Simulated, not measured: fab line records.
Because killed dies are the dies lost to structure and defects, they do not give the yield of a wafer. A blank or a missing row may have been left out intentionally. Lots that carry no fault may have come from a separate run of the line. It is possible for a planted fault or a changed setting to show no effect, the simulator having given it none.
fab line records | flow gf180mcu
[record] lots = 15 | wafers = 45 | last-day = 34
route steps=602 shown STI@12 VT_IMPLANT@132 DUAL_GATE@154
lots untouched by any fault: they come from a run of this same line in which no faults occurred
start-h: the number of hours between the record's first day and the start of the first shown wafer of the lot | wait-h: how many hours have passed since the lot's step before this one | " as in the row above | L1.1+2: a row that stands for several wafers | - either no value or no given start | * or withheld: withheld | < > ~ a bound
route shown NAME@n: a module of which the file shows steps, and the number in the route of the first | usual: the fault-free wafers' mean and standard deviation | same: alike in all rows | chamber/n: place in a boat | sites: per-site readings | _std_site: the values' standard deviation | _edge_site: the outer-site mean with the inner-site mean subtracted | radius-mm: for every site, how far away it sits from the centre of the wafer | mask NAME#n: copy n | behind: the tool/chamber that last shaped the wafer | hold: why the lot was held/for how many hours/how that ended | device: which transistor (n, p or np) failed to switch | end of line: the same wafers' tests at the end of the route | a step with no rows: only its recipe | killed: dies that structure and defects cost at the first sort, which is not the same as the wafer's yield | map: a wafer's dies, marking killed ones x, the rest . and places with no die _
set.NAME: the setting the step ran with; set.NAME@STEP: the setting that earlier step ran with | model.NAME: the simulator's own value behind a step, which no gauge read
the route's steps for a sample of lots (tables are steps, rows are wafers)
services: the hour from which a tool's chamber was out of use, counted from the record's first day as start-h (under 0 if before that day), plus the number of hours and why
[[steps]]
[step GF_STI_DEVELOP_11]
[recipe] develop-time-s = 60 | dev-temp-c = 21
[usual] chill-plate-temp-C = 22.99/0.11 | develop-time-s = 60/0 | resist-line-temp-C = 22.98/0.098
lot.wafer | tool           | chamber | start-h | wait-h | chill-plate-temp-C | develop-time-s | resist-line-temp-C
L658.1    | litho-track-01 | 0       | 30.75   | 0.2    | 22.93              | 60             | 22.87
L658.2    | "              | 0       | "       | "      | 22.92              | 60             | 22.88
L658.4    | "              | 0       | "       | "      | 22.77              | 60             | 22.92
L659.1    | litho-track-02 | 0       | 35.73   | 0.2    | 23.21              | 60             | 22.95
L659.2    | "              | 0       | "       | "      | 23.16              | 60             | 23.07
L659.6    | "              | 0       | "       | "      | 23.08              | 60             | 22.94
L661.1    | litho-track-04 | 0       | 45.84   | 0.2    | 23.08              | 60             | 22.92
L661.5    | "              | 0       | "       | "      | 23.07              | 60             | 23.07
L661.6    | "              | 0       | "       | "      | 22.99              | 60             | 23.08
L662.3    | litho-track-04 | -       | 51.64   | 0.1    | -                  | -              | -
L662.5    | "              | -       | "       | "      | -                  | -              | -
L662.6    | "              | -       | "       | "      | -                  | -              | -
L663.2    | litho-track-01 | -       | 56.18   | 0.2    | -                  | -              | -
L663.3    | "              | -       | "       | "      | -                  | -              | -
L663.5    | "              | -       | "       | "      | -                  | -              | -
L664.1    | litho-track-02 | -       | 62.28   | 0.2    | -                  | -              | -
L664.2    | "              | -       | "       | "      | -                  | -              | -
L664.5    | "              | -       | "       | "      | -                  | -              | -
L671.3    | litho-track-04 | 0       | 96.89   | 0.1    | 23.16              | 60             | 22.87
L671.5    | "              | 0       | "       | "      | 22.98              | 60             | 22.93
L671.6    | "              | 0       | "       | "      | 23.03              | 60             | 23.00
L672.1    | litho-track-04 | 0       | 104.44  | 0.2    | 22.97              | 60             | 23.04
L672.3    | "              | 0       | "       | "      | 23.01              | 60             | 22.84
L672.6    | "              | 0       | "       | "      | 23.05              | 60             | 22.82
L673.2    | litho-track-04 | 0       | 108.12  | 0.2    | 22.97              | 60             | 22.89
L673.3    | "              | 0       | "       | "      | 23.01              | 60             | 23.19
L673.4    | "              | 0       | "       | "      | 22.88              | 60             | 23.04
L674.2    | litho-track-02 | 0       | 112.65  | 0.2    | 22.81              | 60             | 23.07
L674.4    | "              | 0       | "       | "      | 22.94              | 60             | 23.03
L674.5    | "              | 0       | "       | "      | 22.79              | 60             | 22.97
L675.3    | litho-track-01 | 0       | 117.05  | 0.1    | 22.94              | 60             | 23.04
L675.4    | "              | 0       | "       | "      | 22.98              | 60             | 23.03
L675.5    | "              | 0       | "       | "      | 23.04              | 60             | 23.18
L676.2    | litho-track-04 | 0       | 124.92  | 0.2    | 22.96              | 60             | 23.06
L676.5    | "              | 0       | "       | "      | 23.05              | 60             | 23.14
L676.6    | "              | 0       | "       | "      | 22.98              | 60             | 23.07
L678.1    | litho-track-02 | 0       | 134.22  | 0.2    | 23.15              | 60             | 22.91
L678.3    | "              | 0       | "       | "      | 22.98              | 60             | 23.08
L678.4    | "              | 0       | "       | "      | 22.98              | 60             | 22.97
L679.1    | litho-track-04 | 0       | 139.84  | 0.2    | 22.90              | 60             | 22.95
L679.3    | "              | 0       | "       | "      | 22.83              | 60             | 22.97
L679.6    | "              | 0       | "       | "      | 22.95              | 60             | 23.07
L680.1    | litho-track-02 | 0       | 143.22  | 0.2    | 22.88              | 60             | 22.97
L680.2    | "              | 0       | "       | "      | 22.97              | 60             | 22.99
L680.6    | "              | 0       | "       | "      | 22.89              | 60             | 23.03
[step GF_STI_CD_MEAS_12]
[recipe] target-cd-nm = 220
[usual] cd-nm = 220.1/1.1
lot.wafer | tool      | chamber | start-h | wait-h | cd-nm
L658.1    | cd-sem-02 | -       | 30.90   | 0.1    | 219.4
L658.2    | "         | -       | "       | "      | 219.6
L658.4    | "         | -       | "       | "      | 219.0
L659.1    | cd-sem-01 | -       | 35.88   | 0.1    | 221.9
L659.2    | "         | -       | "       | "      | 220.5
L659.6    | "         | -       | "       | "      | 220.9
L661.1    | cd-sem-02 | -       | 45.99   | 0.1    | 219.8
L661.5    | "         | -       | "       | "      | 220.9
L661.6    | "         | -       | "       | "      | 219.6
L662.3    | cd-sem-01 | -       | 51.78   | 0.1    | -
L662.5    | "         | -       | "       | "      | -
L662.6    | "         | -       | "       | "      | -
L663.2    | cd-sem-01 | -       | 56.32   | 0.1    | -
L663.3    | "         | -       | "       | "      | -
L663.5    | "         | -       | "       | "      | -
L664.1    | cd-sem-01 | -       | 62.43   | 0.1    | -
L664.2    | "         | -       | "       | "      | -
L664.5    | "         | -       | "       | "      | -
L671.3    | cd-sem-02 | -       | 97.03   | 0.1    | 219.2
L671.5    | "         | -       | "       | "      | 219.2
L671.6    | "         | -       | "       | "      | 219.9
L672.1    | cd-sem-01 | -       | 104.59  | 0.1    | 220.8
L672.3    | "         | -       | "       | "      | 219.8
L672.6    | "         | -       | "       | "      | 220.5
L673.2    | cd-sem-01 | -       | 108.26  | 0.1    | 220.8
L673.3    | "         | -       | "       | "      | 220.2
L673.4    | "         | -       | "       | "      | 220.1
L674.2    | cd-sem-02 | -       | 112.79  | 0.1    | 220.5
L674.4    | "         | -       | "       | "      | 219.9
L674.5    | "         | -       | "       | "      | 218.9
L675.3    | cd-sem-02 | -       | 117.19  | 0.1    | 219.0
L675.4    | "         | -       | "       | "      | 218.7
L675.5    | "         | -       | "       | "      | 218.7
L676.2    | cd-sem-01 | -       | 125.06  | 0.1    | 221.4
L676.5    | "         | -       | "       | "      | 222.0
L676.6    | "         | -       | "       | "      | 220.5
L678.1    | cd-sem-01 | -       | 134.37  | 0.1    | 220.1
L678.3    | "         | -       | "       | "      | 220.7
L678.4    | "         | -       | "       | "      | 219.9
L679.1    | cd-sem-02 | -       | 139.99  | 0.1    | 220.9
L679.3    | "         | -       | "       | "      | 221.0
L679.6    | "         | -       | "       | "      | 221.6
L680.1    | cd-sem-01 | -       | 143.37  | 0.1    | 219.0
L680.2    | "         | -       | "       | "      | 219.5
L680.6    | "         | -       | "       | "      | 221.4
[step GF_VT_IMPLANT_STRIP_42]
[recipe] chemistry = O2/N2 | power-w = 1400 | pressure-mtorr = 1500 | platen-temp-c = 250 | o2-flow-sccm = 3000 | n2-flow-sccm = 300 | overash-fraction = 0.5
[usual] drypump-motor-current-A = 5.6/0.37 | heater-power-w = 362/31 | oes-product-au = 0.716/0.0047 | strip-time-to-endpoint-s = 12.62/0.031
lot.wafer | tool            | chamber | start-h | wait-h | drypump-motor-current-A | heater-power-w | oes-product-au | rf-hours-counter-h | strip-time-to-endpoint-s
L658.1    | plasma-asher-01 | 1       | 165.09  | 0.1    | 5.9                     | 338            | 0.718          | 50                 | 12.61
L658.2    | "               | 0       | "       | "      | 4.8                     | 332            | 0.715          | 50                 | 12.64
L658.4    | "               | 1       | "       | "      | 5.9                     | 329            | 0.715          | -                  | 12.61
L659.1    | plasma-asher-03 | 1       | 172.59  | 0.1    | 5.7                     | 345            | 0.718          | 39                 | 12.59
L659.2    | "               | 0       | "       | "      | 5.6                     | 380            | 0.716          | 39                 | 12.65
L659.6    | "               | 0       | "       | "      | 5.6                     | 389            | 0.723          | -                  | 12.66
L661.1    | plasma-asher-02 | 1       | 181.69  | 0.1    | 5.5                     | 343            | 0.710          | 7                  | 12.66
L661.5    | "               | 1       | "       | "      | 5.5                     | 356            | 0.711          | -                  | 12.59
L661.6    | "               | 0       | "       | "      | 6.0                     | 413            | 0.722          | -                  | 12.62
L671.3    | plasma-asher-02 | 1       | 252.19  | 0.1    | 5.5                     | 350            | 0.719          | -                  | 12.61
L671.5    | "               | 0       | "       | "      | 6.0                     | 418            | 0.716          | -                  | 12.60
L671.6    | "               | 1       | "       | "      | 5.5                     | 354            | 0.713          | -                  | 12.58
L673.2    | plasma-asher-02 | 1       | 270.39  | 0.1    | 5.5                     | 343            | 0.704          | 15                 | 12.62
L673.3    | "               | 0       | "       | "      | 6.0                     | 416            | 0.717          | -                  | 12.57
L673.4    | "               | 1       | "       | "      | 5.5                     | 343            | 0.710          | -                  | 12.58
L672.1    | plasma-asher-03 | 1       | 270.90  | 0.1    | 5.7                     | 350            | 0.721          | 50                 | 12.62
L672.3    | "               | 0       | "       | "      | 5.6                     | 385            | 0.717          | -                  | 12.60
L672.6    | "               | 0       | "       | "      | 5.6                     | 392            | 0.715          | -                  | 12.63
L674.2    | plasma-asher-01 | 1       | 276.11  | 0.1    | 5.9                     | 328            | 0.714          | 62                 | 12.64
L674.4    | "               | 1       | "       | "      | 5.9                     | 330            | 0.714          | -                  | 12.61
L674.5    | "               | 0       | "       | "      | 4.8                     | 332            | 0.724          | -                  | 12.61
L675.3    | plasma-asher-01 | 0       | 276.78  | 0.1    | 4.8                     | 332            | 0.709          | -                  | 12.64
L675.4    | "               | 1       | "       | "      | 5.9                     | 328            | 0.711          | -                  | 12.63
L675.5    | "               | 1       | "       | "      | 5.9                     | 334            | 0.711          | -                  | 12.64
L676.2    | plasma-asher-02 | 1       | 290.14  | 0.1    | 5.5                     | 349            | 0.714          | 17                 | 12.53
L676.5    | "               | 1       | "       | "      | 5.5                     | 345            | 0.717          | -                  | 12.51
L676.6    | "               | 0       | "       | "      | 6.0                     | 407            | 0.713          | -                  | 12.60
L678.1    | plasma-asher-03 | 0       | 302.01  | 0.1    | 5.5                     | 383            | 0.702          | 53                 | 12.60
L678.3    | "               | 0       | "       | "      | 5.6                     | 390            | 0.715          | -                  | 12.61
L678.4    | "               | 1       | "       | "      | 5.7                     | 344            | 0.714          | -                  | 12.61
L679.1    | plasma-asher-01 | 0       | 306.61  | 0.1    | 4.8                     | 332            | 0.722          | 65                 | 12.62
L679.3    | "               | 0       | "       | "      | 4.8                     | 337            | 0.704          | -                  | 12.60
L679.6    | "               | 0       | "       | "      | 4.8                     | 335            | 0.724          | -                  | 12.57
L680.1    | plasma-asher-02 | 0       | 314.80  | 0.1    | 6.0                     | 424            | 0.714          | 20                 | 12.60
L680.2    | "               | 1       | "       | "      | 5.5                     | 347            | 0.714          | 20                 | 12.63
L680.6    | "               | 1       | "       | "      | 5.5                     | 345            | 0.712          | -                  | 12.61
[step GF_DUAL_GATE_STRIP_13]
[recipe] chemistry = O2/N2 | power-w = 1400 | pressure-mtorr = 1500 | platen-temp-c = 250 | o2-flow-sccm = 3000 | n2-flow-sccm = 300 | overash-fraction = 0.5
[usual] drypump-motor-current-A = 5.6/0.36 | heater-power-w = 346/21 | oes-product-au = 0.716/0.0044 | strip-time-to-endpoint-s = 12.63/0.03
lot.wafer | tool            | chamber | start-h | wait-h | drypump-motor-current-A | heater-power-w | oes-product-au | rf-hours-counter-h | strip-time-to-endpoint-s
L658.1    | plasma-asher-01 | 1       | 184.48  | 0.0    | 5.9                     | 327            | 0.715          | 52                 | 12.61
L658.2    | "               | 0       | "       | "      | 4.8                     | 329            | 0.718          | 52                 | 12.61
L658.4    | "               | 0       | "       | "      | 4.8                     | 330            | 0.716          | -                  | 12.66
L659.1    | plasma-asher-04 | 1       | 190.96  | 0.0    | 5.8                     | 327            | 0.712          | 52                 | 12.68
L659.2    | "               | 0       | "       | "      | 5.8                     | 348            | 0.709          | 52                 | 12.65
L659.6    | "               | 0       | "       | "      | 5.8                     | 345            | 0.712          | -                  | 12.72
L661.1    | plasma-asher-04 | 0       | 201.56  | 0.0    | 5.8                     | 342            | 0.718          | 53                 | 12.64
L661.5    | "               | 1       | "       | "      | 5.7                     | 336            | 0.720          | -                  | 12.62
L661.6    | "               | 0       | "       | "      | 5.8                     | 349            | 0.711          | -                  | 12.62
L671.3    | plasma-asher-03 | 1       | 273.49  | 0.0    | 5.7                     | 343            | 0.714          | -                  | 12.58
L671.5    | "               | 1       | "       | "      | 5.6                     | 350            | 0.708          | -                  | 12.57
L671.6    | "               | 0       | "       | "      | 5.6                     | 387            | 0.712          | -                  | 12.62
L673.2    | plasma-asher-01 | 1       | 294.02  | 0.0    | 5.9                     | 342            | 0.716          | 63                 | 12.58
L673.3    | "               | 1       | "       | "      | 5.9                     | 332            | 0.713          | -                  | 12.57
L673.4    | "               | 0       | "       | "      | 4.8                     | 323            | 0.721          | -                  | 12.57
L672.1    | plasma-asher-04 | 0       | 294.32  | 0.0    | 5.8                     | 357            | 0.723          | 63                 | 12.63
L672.3    | "               | 1       | "       | "      | 5.7                     | 329            | 0.721          | -                  | 12.63
L672.6    | "               | 0       | "       | "      | 5.8                     | 347            | 0.714          | -                  | 12.63
L674.2    | plasma-asher-03 | 1       | 303.68  | 0.0    | 5.7                     | 350            | 0.709          | 53                 | 12.63
L674.4    | "               | 0       | "       | "      | 5.5                     | 385            | 0.716          | -                  | 12.67
L674.5    | "               | 1       | "       | "      | 5.7                     | 347            | 0.716          | -                  | 12.65
L675.3    | plasma-asher-04 | 0       | 304.34  | 0.0    | 5.8                     | 348            | 0.715          | -                  | 12.67
L675.4    | "               | 1       | "       | "      | 5.7                     | 327            | 0.722          | -                  | 12.69
L675.5    | "               | 1       | "       | "      | 5.7                     | 322            | 0.719          | -                  | 12.69
L676.2    | plasma-asher-03 | 0       | 313.22  | 0.0    | 5.6                     | 379            | 0.713          | 54                 | 12.67
L676.5    | "               | 0       | "       | "      | 5.6                     | 381            | 0.711          | -                  | 12.65
L676.6    | "               | 1       | "       | "      | 5.7                     | 352            | 0.720          | -                  | 12.63
L678.1    | plasma-asher-04 | 1       | 324.57  | 0.0    | 5.7                     | 327            | 0.717          | 66                 | 12.61
L678.3    | "               | 1       | "       | "      | 5.7                     | 333            | 0.722          | -                  | 12.58
L678.4    | "               | 0       | "       | "      | 5.8                     | 353            | 0.712          | -                  | 12.63
L679.1    | plasma-asher-03 | 1       | 329.70  | 0.0    | 5.7                     | 344            | 0.718          | 56                 | 12.68
L679.3    | "               | 0       | "       | "      | 5.6                     | 384            | 0.718          | -                  | 12.62
L679.6    | "               | 1       | "       | "      | 5.7                     | 345            | 0.718          | -                  | 12.66
L680.1    | plasma-asher-04 | 0       | 338.94  | 0.0    | 5.8                     | 354            | 0.713          | 67                 | 12.61
L680.2    | "               | 1       | "       | "      | 5.8                     | 333            | 0.712          | 67                 | 12.62
L680.6    | "               | 0       | "       | "      | 5.8                     | 349            | 0.712          | -                  | 12.66
[[services]]
tool            | chamber | start-h | hours | kind
plasma-asher-04 | -       | 25.74   | 2.3   | repair
plasma-asher-01 | -       | 48.47   | 0.8   | repair
plasma-asher-02 | -       | 108.75  | 9.0   | pm
plasma-asher-02 | 0       | 108.75  | 9.0   | vent-cycle
plasma-asher-02 | 1       | 108.75  | 9.0   | vent-cycle
plasma-asher-04 | -       | 111.14  | 4.3   | pm
plasma-asher-02 | 0       | 117.75  | -     | clean
plasma-asher-02 | 1       | 117.75  | -     | clean
plasma-asher-02 | -       | 185.62  | 0.9   | repair
plasma-asher-02 | -       | 192.89  | 10.8  | repair
plasma-asher-04 | -       | 193.92  | 1.0   | repair
plasma-asher-04 | -       | 222.60  | 1.4   | repair
plasma-asher-02 | -       | 301.99  | 0.8   | repair
plasma-asher-01 | -       | 334.11  | 1.2   | repair
[[key]]
[first-sign] step = GF_STI_DEVELOP_11 | reading = tool-record | direction = missing
effect none on later readings
met-at GF_STI_DEVELOP_11
struck-lots L662,L663,L664
later-rows-left-out L662.3,L662.5,L662.6,L663.2,L663.3,L663.5,L664.1,L664.2,L664.5
sort-left-out L662.3,L662.5,L662.6,L663.2,L663.3,L663.5,L664.1,L664.2,L664.5
tester-left-out L662,L663,L664
not-acting-at GF_STI_CD_MEAS_12,GF_VT_IMPLANT_STRIP_42,GF_DUAL_GATE_STRIP_13
onset-between 45.84 51.64
[fault] kind = skipped-step-whole | tool = litho-track-01,litho-track-02,litho-track-04 | chamber = - | onset-h = 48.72 | steps = GF_STI_DEVELOP_11 | scope = struck-lots-only
// tester-left-out: of these lots the tester's yield and bins aren't shown, on N5 and GAA mostly nor the transistor test; their killed dies are dies lost to structure and defects alone, not to doping, threshold or leakage, so they don't give the yield
// sort-left-out: the simulated sort isn't trusted on such a fault, so these wafers' sort isn't shown, and their yield isn't known
// later-rows-left-out: the simulator's readings of these wafers behind a module that went badly wrong aren't trusted and aren't shown, but for the sort
